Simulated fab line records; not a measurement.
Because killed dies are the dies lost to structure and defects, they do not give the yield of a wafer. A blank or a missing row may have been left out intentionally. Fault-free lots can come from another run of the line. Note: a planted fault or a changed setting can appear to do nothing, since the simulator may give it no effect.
Tool commonality check + flow sky130 + Lots sampled 11, wafers sampled 39

## REASON IT WAS OPENED
At SKY_CAP2M_THK_MEAS_01 the reading CAP2M_CVD_00_THK is flagged on 2 of 11 lots. Wafers without a fault read 15.50 nm, standard deviation 0.25.
Rule: flag the lot when none of its wafers has a number, or when each of its wafers that has one lies beyond 4 standard deviations from that mean. All remaining lots are regarded as sound.

| lot  | measured     | on            | CAP2M_CVD_00_THK (nm), wafer by wafer | flag    |
|------|--------------|---------------|---------------------------------------|---------|
| L369 | day 40 02:07 | film-metro-01 | 15.38 15.76 15.49                     |         |
| L373 | day 41 17:38 | film-metro-04 | 8.69 9.22 9.21 8.76 9.23 9.13         | FLAGGED |
| L375 | day 42 03:01 | film-metro-01 | 8.75 8.88 8.67 8.76 8.92 8.69         | FLAGGED |
| L380 | day 43 18:16 | film-metro-01 | 15.26 15.37 15.34                     |         |
| L382 | day 43 23:01 | film-metro-01 | 15.43 15.27 15.31                     |         |
| L383 | day 44 11:04 | film-metro-04 | 15.47 15.40 15.65                     |         |
| L385 | day 44 15:10 | film-metro-01 | 15.69 15.52 15.59                     |         |
| L387 | day 45 07:16 | film-metro-01 | 14.96 15.49 15.57                     |         |
| L388 | day 45 08:10 | film-metro-01 | 15.46 15.43 15.29                     |         |
| L389 | day 45 10:55 | film-metro-03 | 15.21 15.10 15.05                     |         |
| L390 | day 45 17:21 | film-metro-03 | 15.36 15.54 15.82                     |         |
On average the flagged lots' numbers are 8.91 nm, which is -6.59 nm against the usual, or -26 standard deviations.

## WHICH TOOL RAN EACH LOT
The record holds 3 process steps before the reading, out of a route of 708 steps. Every cell lists first the tool, next ch and the chambers used by the sampled wafers, and last the start.
| lot  | flag    | SKY_VIA3_ETCH_15                   | SKY_METAL4_SPUTTER_03        | SKY_CAP2M_CVD_00                |
|------|---------|------------------------------------|------------------------------|---------------------------------|
| L369 |         | rie-diel-03 ch 0,1,3, day 40 00:29 | pvd-sputter-03, day 40 02:01 | pecvd-04 ch 1,2, day 40 02:05   |
| L373 | FLAGGED | rie-diel-03 ch 1,3, day 41 16:07   | pvd-sputter-04, day 41 17:32 | pecvd-04 ch 0,1, day 41 17:35   |
| L375 | FLAGGED | rie-diel-02 ch 0,1,3, day 42 01:23 | pvd-sputter-04, day 42 02:55 | pecvd-04 ch 0,1,2, day 42 02:59 |
| L380 |         | rie-diel-02 ch 1,2,3, day 43 16:44 | pvd-sputter-04, day 43 18:11 | pecvd-02 ch 0,1, day 43 18:15   |
| L382 |         | rie-diel-02 ch 0,1, day 43 21:29   | pvd-sputter-03, day 43 22:54 | pecvd-02 ch 0,1,2, day 43 22:58 |
| L383 |         | rie-diel-02 ch 0,2,3, day 44 09:32 | pvd-sputter-03, day 44 10:58 | pecvd-02 ch 0,1, day 44 11:02   |
| L385 |         | rie-diel-03 ch 0,3, day 44 13:38   | pvd-sputter-03, day 44 15:03 | pecvd-04 ch 0,1,2, day 44 15:07 |
| L387 |         | rie-diel-02 ch 0,1,3, day 45 04:37 | pvd-sputter-03, day 45 07:10 | pecvd-02 ch 0,1,2, day 45 07:14 |
| L388 |         | rie-diel-03 ch 2,3, day 45 06:14   | pvd-sputter-03, day 45 08:04 | pecvd-04 ch 0,2, day 45 08:08   |
| L389 |         | rie-diel-04 ch 0,2,3, day 45 09:25 | pvd-sputter-03, day 45 10:49 | pecvd-02 ch 0,1,2, day 45 10:53 |
| L390 |         | rie-diel-04 ch 0,3, day 45 15:50   | pvd-sputter-02, day 45 17:14 | pecvd-04 ch 0,1, day 45 17:19   |
What these steps do:
- SKY_VIA3_ETCH_15: etches SiO2 in C4F8/O2/Ar, stops on TiN, target depth 507 nm, time 78 s.
- SKY_METAL4_SPUTTER_03: material Ti, target thk 5 nm, time 3.3 s.
- SKY_CAP2M_CVD_00: deposits SiO2, target thk 15.5 nm.
- SKY_CAP2M_THK_MEAS_01

## FLAGGED AGAINST TOTAL, ONE TOOL AT A TIME (gauges that did the reading follow at the end)
| step                  | tool           | lots run | flagged | share of the flagged lots | sound lots run after its first flagged lot |
|-----------------------|----------------|----------|---------|---------------------------|--------------------------------------------|
| SKY_VIA3_ETCH_15      | rie-diel-02    | 5        | 1       | some                      | 4 (L380,L382,L383,L387)                    |
| SKY_VIA3_ETCH_15      | rie-diel-03    | 4        | 1       | some                      | 2 (L385,L388)                              |
| SKY_VIA3_ETCH_15      | rie-diel-04    | 2        | 0       | none                      | -                                          |
| SKY_METAL4_SPUTTER_03 | pvd-sputter-02 | 1        | 0       | none                      | -                                          |
| SKY_METAL4_SPUTTER_03 | pvd-sputter-03 | 7        | 0       | none                      | -                                          |
| SKY_METAL4_SPUTTER_03 | pvd-sputter-04 | 3        | 2       | all                       | 1 (L380)                                   |
| SKY_CAP2M_CVD_00      | pecvd-02       | 5        | 0       | none                      | -                                          |
| SKY_CAP2M_CVD_00      | pecvd-04       | 6        | 2       | all                       | 3 (L385,L388,L390)                         |
| SKY_CAP2M_THK_MEAS_01 | film-metro-01  | 7        | 1       | some                      | 5 (L380,L382,L385,L387,L388)               |
| SKY_CAP2M_THK_MEAS_01 | film-metro-03  | 2        | 0       | none                      | -                                          |
| SKY_CAP2M_THK_MEAS_01 | film-metro-04  | 2        | 1       | some                      | 1 (L383)                                   |

## WHAT THE TABLE ALLOWS
pvd-sputter-04 at SKY_METAL4_SPUTTER_03 and pecvd-04 at SKY_CAP2M_CVD_00 are the 2 rows of the table that ran each flagged lot.
- pvd-sputter-04 at SKY_METAL4_SPUTTER_03: 2 of its 3 lots flagged. Sound lots ran on it after the first flagged one (L380), which a lasting fault on the whole tool wouldn't allow.
- pecvd-04 at SKY_CAP2M_CVD_00: 2 of its 6 lots flagged. Sound lots ran on it after the first flagged one (L385, L388, L390), which a lasting fault on the whole tool wouldn't allow.
No row of the table ran every flagged lot and no sound lot after the first.

## WHAT HAD BEEN PUT IN BY THE SIMULATOR
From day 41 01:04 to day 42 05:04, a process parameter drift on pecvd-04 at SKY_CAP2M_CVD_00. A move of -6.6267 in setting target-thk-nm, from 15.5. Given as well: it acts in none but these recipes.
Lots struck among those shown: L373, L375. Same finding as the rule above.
